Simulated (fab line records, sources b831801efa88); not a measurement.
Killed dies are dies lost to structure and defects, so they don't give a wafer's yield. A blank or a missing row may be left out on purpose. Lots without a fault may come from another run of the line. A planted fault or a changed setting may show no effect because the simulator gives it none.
fab line records | flow sky130 | part 1 of 2: steps 1 to 28 of 36
record lots=5 wafers=15 last_day=50
route steps=708 shown CAPM@540 METAL3@555 VIA3@573
lots that met no fault: from a run of the same line without faults
start_h: hours from the record's first day to the start of the lot's first wafer shown | wait_h: hours since the lot's step before | " the same as in the row above | L1.1+2: a row that stands for several wafers | - no value, or no start given | * or withheld: withheld | < > ~ a bound
route shown NAME@n: a module of which the file shows steps, and the number in the route of the first | usual: mean/standard deviation of fault-free wafers | same: alike in all rows | chamber/n: place in a boat | sites: the reading at each site | _std_site: their standard deviation | _edge_site: outer sites' mean less inner sites' | radius_mm: how far each site lies from the wafer's centre | mask NAME#n: copy n | behind: the tool/chamber that last shaped the wafer | hold: why the lot was held/for how many hours/how that ended | device: the transistor (n, p or np) that didn't switch | end of line: the same wafers' tests at the end of the route | a step without rows: its recipe alone | killed: dies lost to structure and defects at the first sort, not the wafer's yield | map: a wafer's dies, x killed, . not, _ none there
set.NAME: the setting as run; set.NAME@STEP: as run at that earlier step | model.NAME: the simulator's own value behind a step, which no gauge read
lots at some steps of the route; a table a step, a row a wafer
services: from which hour (start_h, from the record's first day; less than 0 if before it) a tool's chamber was out of use, for how many hours, and why
## steps
# step SKY_CAPM_RS_MEAS_03
# recipe thk_meas_gauge=four-point-probe reads=TiN_of_CAPM_SPUTTER_02
# usual CAPM_TIN_RS=6.89/0.068
# columns lot.wafer tool chamber start_h wait_h CAPM_TIN_RS[ohm/sq]
L074.2 film_metro-01 - 848.80 0.1 6.95
L074.4 " - " " 6.85
L074.6 " - " " 6.83
L076.1 film_metro-01 - 865.39 0.1 6.90
L076.5 " - " " 6.93
L076.6 " - " " 6.88
L093.3 film_metro-03 - 1004.38 0.1 6.85
L093.4 " - " " 6.85
L093.5 " - " " 6.84
L095.1 film_metro-04 - 1005.25 0.1 6.96
L095.2 " - " " 6.87
L095.6 " - " " 6.94
L096.1 film_metro-01 - 1024.10 0.1 6.84
L096.5 " - " " 6.85
L096.6 " - " " 6.82
# step SKY_CAPM_THK_MEAS_04
# recipe thk_meas_gauge=xrf reads=TiN_of_CAPM_SPUTTER_02
# usual CAPM_TIN_THK=199.7/1.9
# columns lot.wafer tool chamber start_h wait_h CAPM_TIN_THK[nm]
L074.2 film_metro-01 - 848.91 0.1 198.2
L074.4 " - " " 201.9
L074.6 " - " " 201.7
L076.1 film_metro-01 - 865.51 0.1 200.3
L076.5 " - " " 198.5
L076.6 " - " " 200.8
L093.3 film_metro-03 - 1004.48 0.1 199.8
L093.4 " - " " 199.0
L093.5 " - " " 199.5
L095.1 film_metro-04 - 1005.37 0.1 199.3
L095.2 " - " " 200.7
L095.6 " - " " 200.1
L096.1 film_metro-01 - 1024.22 0.1 202.7
L096.5 " - " " 201.6
L096.6 " - " " 203.2
# step SKY_CAPM_DEHYDRATE_05
# recipe temp_c=200 time_s=60
# same time_s=60
# columns lot.wafer tool chamber start_h wait_h
L074.2+4+6 litho_track-01 0 862.36 13.4
L076.1+5+6 litho_track-04 0 875.89 10.4
L093.3+4+5 litho_track-04 0 1014.69 10.2
L095.1+2+6 litho_track-04 0 1016.04 10.7
L096.1+5+6 litho_track-01 0 1032.89 8.7
# step SKY_CAPM_HMDS_06
# recipe prime_time_s=60 prime_temp_c=120
# usual prime_temp_c=120.02/0.14
# columns lot.wafer tool chamber start_h wait_h prime_temp_c
L074.2 litho_track-01 0 862.51 0.1 119.78
L074.4 " 0 " " 119.75
L074.6 " 0 " " 119.97
L076.1 litho_track-04 0 876.04 0.1 120.17
L076.5 " 0 " " 119.96
L076.6 " 0 " " 119.94
L093.3 litho_track-04 0 1014.84 0.1 119.87
L093.4 " 0 " " 119.81
L093.5 " 0 " " 120.02
L095.1 litho_track-04 0 1016.19 0.1 120.04
L095.2 " 0 " " 120.10
L095.6 " 0 " " 119.83
L096.1 litho_track-01 0 1033.04 0.1 120.00
L096.5 " 0 " " 119.92
L096.6 " 0 " " 120.08
# step SKY_CAPM_COAT_07
# recipe resist=NOVOLAK spin_rpm=3000 resist_thk_nm=1140
# usual dispense_pressure_kPa=48/5.1
# columns lot.wafer tool chamber start_h wait_h dispense_pressure_kPa
L074.2 litho_track-01 0 862.66 0.1 48
L074.4 " 0 " " 48
L074.6 " 0 " " 48
L076.1 litho_track-04 0 876.19 0.1 55
L076.5 " 0 " " 55
L076.6 " 0 " " 55
L093.3 litho_track-04 0 1014.99 0.1 55
L093.4 " 0 " " 55
L093.5 " 0 " " 55
L095.1 litho_track-04 0 1016.34 0.1 55
L095.2 " 0 " " 55
L095.6 " 0 " " 55
L096.1 litho_track-01 0 1033.19 0.1 48
L096.5 " 0 " " 48
L096.6 " 0 " " 48
# step SKY_CAPM_SOFTBAKE_08
# recipe temp_c=90 time_s=60 resist=NOVOLAK
# same time_s=60
# columns lot.wafer tool chamber start_h wait_h
L074.2+4+6 litho_track-01 0 862.81 0.1
L076.1+5+6 litho_track-04 0 876.34 0.1
L093.3+4+5 litho_track-04 0 1015.14 0.1
L095.1+2+6 litho_track-04 0 1016.49 0.1
L096.1+5+6 litho_track-01 0 1033.34 0.1
# step SKY_CAPM_EXPOSE_09
# recipe mask_id=CAPM na=0.6 source_shape=conventional sigma_outer=0.6 polarization=unpolarized target_cd_nm=1000 dose_mj=159
# columns lot.wafer tool chamber start_h wait_h mask
L074.2+4+6 iline_stepper-02 0 - - CAPM#0
L076.1+5+6 iline_stepper-02 0 - - CAPM#0
L093.3+4+5 iline_stepper-02 0 - - CAPM#0
L095.1+2+6 iline_stepper-02 0 - - CAPM#0
L096.1+5+6 iline_stepper-02 0 - - CAPM#0
# step SKY_CAPM_PEB_10
# recipe temp_c=withheld time_s=* resist=NOVOLAK
# same time_s=*
# columns lot.wafer tool chamber start_h wait_h
L074.2+4+6 litho_track-04 0 - -
L076.1+5+6 litho_track-02 0 - -
L093.3+4+5 litho_track-04 0 - -
L095.1+2+6 litho_track-02 0 - -
L096.1+5+6 litho_track-02 0 - -
# step SKY_CAPM_DEVELOP_11
# recipe resist=NOVOLAK developer=TMAH develop_time_s=60 dev_temp_c=23
# columns lot.wafer tool chamber start_h wait_h
L074.2+4+6 litho_track-04 0 874.21 0.1
L076.1+5+6 litho_track-02 0 890.58 0.1
L093.3+4+5 litho_track-04 0 1026.44 0.1
L095.1+2+6 litho_track-02 0 1027.64 0.1
L096.1+5+6 litho_track-02 0 1046.64 0.1
# step SKY_CAPM_OVL_MEAS_12
# usual CAPM_OVL=-1.3/1.3
# columns lot.wafer tool chamber start_h wait_h CAPM_OVL[nm]
L074.2 overlay-01 - 874.34 0.1 -0.2
L074.4 " - " " -0.3
L074.6 " - " " 0.9
L076.1 overlay-02 - 890.73 0.1 -1.6
L076.5 " - " " -0.1
L076.6 " - " " 1.3
L093.3 overlay-02 - 1026.55 0.1 -1.2
L093.4 " - " " -1.0
L093.5 " - " " -0.8
L095.1 overlay-01 - 1027.79 0.1 -3.1
L095.2 " - " " -2.8
L095.6 " - " " -2.1
L096.1 overlay-01 - 1046.79 0.1 -0.6
L096.5 " - " " -2.2
L096.6 " - " " -1.2
# step SKY_CAPM_METAL_ETCH_13
# recipe target_depth_nm=220 stop_on=SiO2 chemistry=Cl2/BCl3 target=TiN pressure_mtorr=10 icp_w=900 bias_w=48.5 Cl2_flow_sccm=60 bcl3_flow_sccm=30 time_s=62.9
# usual chamber_pressure_mTorr=10.001/0.0084 drypump_motor_current_A=5.7/0.53 oes_product_au=0.943/0.0071 throttle_valve_pct=21.900/0.011
# same time_s=62.9
# columns lot.wafer tool chamber start_h wait_h chamber_pressure_mTorr drypump_motor_current_A oes_product_au rf_hours_counter_h throttle_valve_pct
L074.2 rie_metal-04 1 874.40 0.0 10.007 5.2 0.942 - 21.904
L074.4 " 1 " " 10.000 5.2 0.946 - 21.893
L074.6 " 1 " " 9.988 5.2 0.945 - 21.893
L076.1 rie_metal-04 1 890.77 0.0 10.012 5.2 0.940 13 21.901
L076.5 " 1 " " 10.003 5.2 0.935 - 21.895
L076.6 " 0 " " 10.010 6.0 0.945 - 21.891
L093.3 rie_metal-04 1 1026.60 0.0 9.999 5.2 0.945 - 21.882
L093.4 " 0 " " 10.015 5.9 0.949 - 21.904
L093.5 " 1 " " 9.994 5.2 0.947 - 21.884
L095.1 rie_metal-04 1 1027.82 0.0 10.000 5.2 0.938 20 21.897
L095.2 " 0 " " 10.003 5.9 0.936 7 21.903
L095.6 " 0 " " 10.015 5.9 0.933 - 21.902
L096.1 rie_metal-01 0 1046.82 0.0 10.006 5.4 0.955 18 21.896
L096.5 " 1 " " 10.012 6.8 0.944 - 21.914
L096.6 " 0 " " 9.981 5.3 0.946 - 21.897
# step SKY_CAPM_STRIP_14
# recipe chemistry=O2/N2 power_w=1400 pressure_mtorr=1500 platen_temp_c=withheld o2_flow_sccm=3000 n2_flow_sccm=300 overash_fraction=0.5
# usual chamber_pressure_mTorr=1500.0/1.4 drypump_motor_current_A=5.9/0.31 oes_product_au=0.711/0.0045 strip_time_to_endpoint_s=12.67/0.045
# columns lot.wafer tool chamber start_h wait_h chamber_pressure_mTorr drypump_motor_current_A oes_product_au rf_hours_counter_h strip_time_to_endpoint_s
L074.2 plasma_asher-04 1 874.53 0.1 1499.6 6.1 0.711 107 12.65
L074.4 " 1 " " 1500.1 6.1 0.708 - 12.75
L074.6 " 0 " " 1497.9 5.8 0.709 - 12.67
L076.1 plasma_asher-01 1 890.85 0.1 1498.8 6.6 0.705 15 12.67
L076.5 " 1 " " 1499.5 6.5 0.715 - 12.69
L076.6 " 0 " " 1498.9 5.7 0.712 - 12.63
L093.3 plasma_asher-04 1 1026.69 0.1 1501.0 6.1 0.704 - 12.64
L093.4 " 0 " " 1500.2 5.8 0.712 - 12.67
L093.5 " 0 " " 1500.5 5.8 0.706 - 12.68
L095.1 plasma_asher-03 0 1027.90 0.1 1501.6 5.3 0.702 63 12.68
L095.2 " 1 " " 1501.8 5.7 0.711 63 12.68
L095.6 " 0 " " 1501.7 5.3 0.711 - 12.71
L096.1 plasma_asher-01 1 1046.90 0.1 1499.7 6.5 0.715 28 12.66
L096.5 " 0 " " 1500.2 5.8 0.716 - 12.65
L096.6 " 1 " " 1500.2 6.6 0.721 - 12.70
# step SKY_CAPM_STRIP_15
# recipe chemistry=post_etch_residue_remover time_s=1200 temp_c=72.5
# usual bath_heat_duty_pct=15.3/2
# same time_s=1200
# columns lot.wafer tool chamber start_h wait_h bath_heat_duty_pct
L074.2 wet_bench-01 2 874.63 0.1 14.5
L074.4 " 2 " " 17.4
L074.6 " 2 " " 16.2
L076.1 wet_bench-01 0 890.95 0.1 16.2
L076.5 " 0 " " 16.7
L076.6 " 0 " " 15.0
L093.3 wet_bench-01 1 1026.79 0.1 12.8
L093.4 " 1 " " 13.0
L093.5 " 1 " " 12.0
L095.1 wet_bench-01 0 1028.00 0.1 14.1
L095.2 " 0 " " 16.2
L095.6 " 0 " " 14.9
L096.1 wet_bench-01 1 1047.00 0.1 13.2
L096.5 " 1 " " 11.9
L096.6 " 1 " " 12.0
# step SKY_CAPM_CLEAN_16
# recipe chemistry=IPA time_s=180 temp_c=25
# usual bath_heat_duty_pct=6.5/0.79
# same time_s=180
# columns lot.wafer tool chamber start_h wait_h bath_heat_duty_pct
L074.2 wet_bench-02 2 875.00 0.0 6.6
L074.4 " 2 " " 7.1
L074.6 " 2 " " 6.7
L076.1 wet_bench-03 0 891.35 0.0 5.3
L076.5 " 0 " " 5.3
L076.6 " 0 " " 5.3
L093.3 wet_bench-01 2 1027.13 0.0 6.9
L093.4 " 2 " " 6.1
L093.5 " 2 " " 6.5
L095.1 wet_bench-03 3 1028.34 0.0 6.0
L095.2 " 3 " " 5.7
L095.6 " 3 " " 5.8
L096.1 wet_bench-02 1 1047.34 0.0 7.9
L096.5 " 1 " " 7.8
L096.6 " 1 " " 7.1
# step SKY_CAPM_CLEAN_17
# recipe chemistry=O3/DIW dry=n2_spin
# columns lot.wafer tool chamber start_h wait_h
L074.2+4+6 wet_bench-03 0 875.07 0.0
L076.1+5+6 wet_bench-02 3 891.41 0.0
L093.3+4+5 wet_bench-01 3 1027.19 0.0
L095.1+2+6 wet_bench-01 0 1028.40 0.0
L096.1+5+6 wet_bench-03 0 1047.40 0.0
# step SKY_METAL3_DEHYDRATE_05
# recipe temp_c=200 time_s=60
# same time_s=60
# columns lot.wafer tool chamber start_h wait_h
L074.2+4+6 litho_track-01 0 888.21 13.1
L076.1+5+6 litho_track-03 0 902.22 10.7
L093.3+4+5 litho_track-02 0 1037.34 10.1
L095.1+2+6 litho_track-02 0 1038.69 10.2
L096.1+5+6 litho_track-03 0 1056.32 8.8
# step SKY_METAL3_HMDS_06
# recipe prime_time_s=60 prime_temp_c=120
# usual prime_temp_c=120.01/0.16
# columns lot.wafer tool chamber start_h wait_h prime_temp_c
L074.2 litho_track-01 0 888.36 0.1 119.86
L074.4 " 0 " " 120.27
L074.6 " 0 " " 119.83
L076.1 litho_track-03 0 902.37 0.1 119.99
L076.5 " 0 " " 120.07
L076.6 " 0 " " 120.14
L093.3 litho_track-02 0 1037.49 0.1 119.91
L093.4 " 0 " " 119.94
L093.5 " 0 " " 119.96
L095.1 litho_track-02 0 1038.84 0.1 120.10
L095.2 " 0 " " 119.98
L095.6 " 0 " " 120.03
L096.1 litho_track-03 0 1056.47 0.1 119.99
L096.5 " 0 " " 119.81
L096.6 " 0 " " 119.80
# step SKY_METAL3_COAT_07
# recipe resist=BARC temp_c=withheld time_s=withheld spin_rpm=3000 resist_thk_nm=60
# usual dispense_pressure_kPa=47.9/3
# columns lot.wafer tool chamber start_h wait_h dispense_pressure_kPa
L074.2 litho_track-01 0 888.51 0.1 48.3
L074.4 " 0 " " 48.3
L074.6 " 0 " " 48.3
L076.1 litho_track-03 0 902.52 0.1 50.1
L076.5 " 0 " " 50.1
L076.6 " 0 " " 50.1
L093.3 litho_track-02 0 1037.64 0.1 42.3
L093.4 " 0 " " 42.3
L093.5 " 0 " " 42.3
L095.1 litho_track-02 0 1038.99 0.1 42.3
L095.2 " 0 " " 42.2
L095.6 " 0 " " 42.2
L096.1 litho_track-03 0 1056.62 0.1 50.1
L096.5 " 0 " " 50.1
L096.6 " 0 " " 50.1
# step SKY_METAL3_COAT_08
# recipe resist=KrF-thick spin_rpm=3000 resist_thk_nm=1140
# usual dispense_pressure_kPa=48/3
# columns lot.wafer tool chamber start_h wait_h dispense_pressure_kPa
L074.2 litho_track-01 0 - - 48
L074.4 " 0 " " 48
L074.6 " 0 " " 48
L076.1 litho_track-03 0 - - 50
L076.5 " 0 " " 50
L076.6 " 0 " " 50
L093.3 litho_track-02 0 - - 42
L093.4 " 0 " " 42
L093.5 " 0 " " 42
L095.1 litho_track-02 0 - - 42
L095.2 " 0 " " 42
L095.6 " 0 " " 42
L096.1 litho_track-03 0 - - 50
L096.5 " 0 " " 50
L096.6 " 0 " " 50
# step SKY_METAL3_SOFTBAKE_09
# recipe temp_c=100 time_s=90 resist=KrF-thick
# same time_s=90
# columns lot.wafer tool chamber start_h wait_h
L074.2+4+6 litho_track-01 0 - -
L076.1+5+6 litho_track-03 0 - -
L093.3+4+5 litho_track-02 0 - -
L095.1+2+6 litho_track-02 0 - -
L096.1+5+6 litho_track-03 0 - -
# step SKY_METAL3_EXPOSE_10
# recipe mask_id=MM3 na=0.68 source_shape=annular sigma_inner=0.4 sigma_outer=0.8 target_cd_nm=300 dose_mj=28
# columns lot.wafer tool chamber start_h wait_h mask
L074.2+4+6 krf_scanner-01 0 - - MM3#0
L076.1+5+6 krf_scanner-01 0 - - MM3#0
L093.3+4+5 krf_scanner-01 0 - - MM3#0
L095.1+2+6 krf_scanner-02 0 - - MM3#0
L096.1+5+6 krf_scanner-02 0 - - MM3#0
# step SKY_METAL3_PEB_11
# recipe peb_temp_c=withheld peb_time_s=withheld resist=KrF-thick
# columns lot.wafer tool chamber start_h wait_h
L074.2+4+6 litho_track-02 0 - -
L076.1+5+6 litho_track-01 0 - -
L093.3+4+5 litho_track-02 0 - -
L095.1+2+6 litho_track-01 0 - -
L096.1+5+6 litho_track-01 0 - -
# step SKY_METAL3_DEVELOP_12
# recipe develop_time_s=60 resist=KrF-thick dev_temp_c=21
# columns lot.wafer tool chamber start_h wait_h
L074.2+4+6 litho_track-02 0 - -
L076.1+5+6 litho_track-01 0 - -
L093.3+4+5 litho_track-02 0 - -
L095.1+2+6 litho_track-01 0 - -
L096.1+5+6 litho_track-01 0 - -
# step SKY_METAL3_CD_MEAS_13
# recipe target_cd_nm=300
# usual cd_nm=299.7/1.3
# columns lot.wafer tool chamber start_h wait_h cd_nm
L074.2 cd_sem-02 - 900.80 - 299.1
L074.4 " - " " 298.4
L074.6 " - " " 299.7
L076.1 cd_sem-01 - 916.49 - 301.9
L076.5 " - " " 299.6
L076.6 " - " " 299.8
L093.3 cd_sem-02 - 1050.13 - 297.3
L093.4 " - " " 298.2
L093.5 " - " " 296.1
L095.1 cd_sem-02 - 1051.24 - 301.4
L095.2 " - " " 300.7
L095.6 " - " " 300.9
L096.1 cd_sem-02 - 1069.59 - 300.0
L096.5 " - " " 299.5
L096.6 " - " " 299.9
# step SKY_METAL3_OVL_MEAS_14
# usual METAL3_OVL=-6/5.1
# columns lot.wafer tool chamber start_h wait_h METAL3_OVL[nm]
L074.2 overlay-01 - 900.91 0.1 -7
L074.4 " - " " -8
L074.6 " - " " -11
L076.1 overlay-01 - 916.61 0.1 0
L076.5 " - " " -1
L076.6 " - " " -4
L093.3 overlay-01 - 1050.22 0.1 2
L093.4 " - " " -5
L093.5 " - " " -3
L095.1 overlay-01 - 1051.36 0.1 0
L095.2 " - " " -1
L095.6 " - " " -11
L096.1 overlay-02 - 1069.71 0.1 -2
L096.5 " - " " -1
L096.6 " - " " -1
# step SKY_METAL3_DESCUM_15
# recipe chemistry=O2 source_power_w=150 bias_power_w=0 pressure_mtorr=10 temp_c=40 time_s=8
# usual chamber_pressure_mTorr=10.000/0.0092 drypump_motor_current_A=5.7/0.32 oes_product_au=1.001/0.0076
# same time_s=8
# columns lot.wafer tool chamber start_h wait_h chamber_pressure_mTorr drypump_motor_current_A oes_product_au rf_hours_counter_h
L074.2 rie_metal-02 1 900.94 0.0 10.018 5.4 0.978 17
L074.4 " 0 " " 9.990 5.9 0.998 -
L074.6 " 0 " " 9.984 6.0 0.998 -
L076.1 rie_metal-02 0 916.64 0.0 9.988 6.0 1.012 8
L076.5 " 0 " " 10.003 5.9 1.007 -
L076.6 " 0 " " 9.997 6.0 1.008 -
L093.3 rie_metal-02 0 1050.40 0.2 9.989 5.9 0.999 -
L093.4 " 1 " " 10.002 5.4 1.003 -
L093.5 " 1 " " 9.991 5.4 1.009 -
L095.1 rie_metal-02 0 1051.39 0.0 9.999 5.9 1.007 16
L095.2 " 1 " " 10.016 5.4 1.006 7
L095.6 " 0 " " 10.000 6.0 1.009 -
L096.1 rie_metal-04 1 1069.74 0.0 9.996 5.2 0.979 21
L096.5 " 1 " " 9.981 5.2 0.994 -
L096.6 " 0 " " 9.995 6.0 1.002 -
# step SKY_METAL3_ETCH_16
# recipe chemistry=N2/H2 target=BARC ion_energy_ev=200 bias_w=96.56 pressure_mtorr=30 n2_flow_sccm=100 h2_flow_sccm=200 icp_w=500 stop_on=SiO2 time_s=88.2 target_depth_a=600
# usual chamber_pressure_mTorr=29.996/0.027 drypump_motor_current_A=5.7/0.33 oes_product_au=0.626/0.0044 throttle_valve_pct=13.205/0.01
# same time_s=88.2
# columns lot.wafer tool chamber start_h wait_h chamber_pressure_mTorr drypump_motor_current_A oes_product_au rf_hours_counter_h throttle_valve_pct
L074.2 rie_metal-02 1 900.97 0.0 29.998 5.4 0.635 17 13.205
L074.4 " 0 " " 29.980 6.0 0.625 - 13.220
L074.6 " 0 " " 30.041 5.9 0.617 - 13.197
L076.1 rie_metal-02 0 916.70 0.1 30.016 6.0 0.630 8 13.222
L076.5 " 0 " " 29.965 6.0 0.625 - 13.193
L076.6 " 0 " " 30.013 6.0 0.622 - 13.200
L093.3 rie_metal-02 0 1050.46 0.0 29.982 6.0 0.629 - 13.189
L093.4 " 1 " " 30.031 5.4 0.624 - 13.223
L093.5 " 1 " " 29.980 5.4 0.630 - 13.209
L095.1 rie_metal-02 0 1051.42 0.0 29.991 6.0 0.631 16 13.206
L095.2 " 1 " " 30.014 5.4 0.619 7 13.204
L095.6 " 0 " " 29.951 6.0 0.626 - 13.178
L096.1 rie_metal-04 1 1069.77 0.0 30.012 5.2 0.628 21 13.204
L096.5 " 1 " " 29.987 5.2 0.627 - 13.205
L096.6 " 0 " " 30.002 5.9 0.626 - 13.198
# step SKY_METAL3_ETCH_17
# recipe target=SiO2 stop_on=TiN chemistry=C4F8/O2/Ar source_w=1500 bias_w=1200 pressure_mtorr=40 c4f8_flow_sccm=withheld O2_flow_sccm=6 Ar_flow_sccm=300 time_s=3.9 target_depth_a=150
# usual chamber_pressure_mTorr=40.00/0.041 oes_product_au=0.754/0.0069
# same time_s=3.9
# columns lot.wafer tool chamber start_h wait_h chamber_pressure_mTorr oes_product_au rf_hours_counter_h
L074.2 rie_diel-04 0 901.07 0.1 39.95 0.747 19
L074.4 " 3 " " 39.99 0.754 19
L074.6 " 2 " " 40.03 0.763 -
L076.1 rie_diel-04 3 916.90 0.2 39.99 0.755 19
L076.5 " 2 " " 40.00 0.757 -
L076.6 " 3 " " 40.00 0.757 -
L093.3 rie_diel-04 3 1050.52 0.0 40.06 0.757 22
L093.4 " 3 " " 39.96 0.751 -
L093.5 " 1 " " 40.04 0.757 -
L095.1 rie_diel-02 0 1051.52 0.1 40.05 0.752 33
L095.2 " 3 " " 40.00 0.759 30
L095.6 " 3 " " 39.97 0.759 -
L096.1 rie_diel-03 3 1069.87 0.1 40.04 0.748 20
L096.5 " 3 " " 40.02 0.751 -
L096.6 " 2 " " 39.97 0.766 -
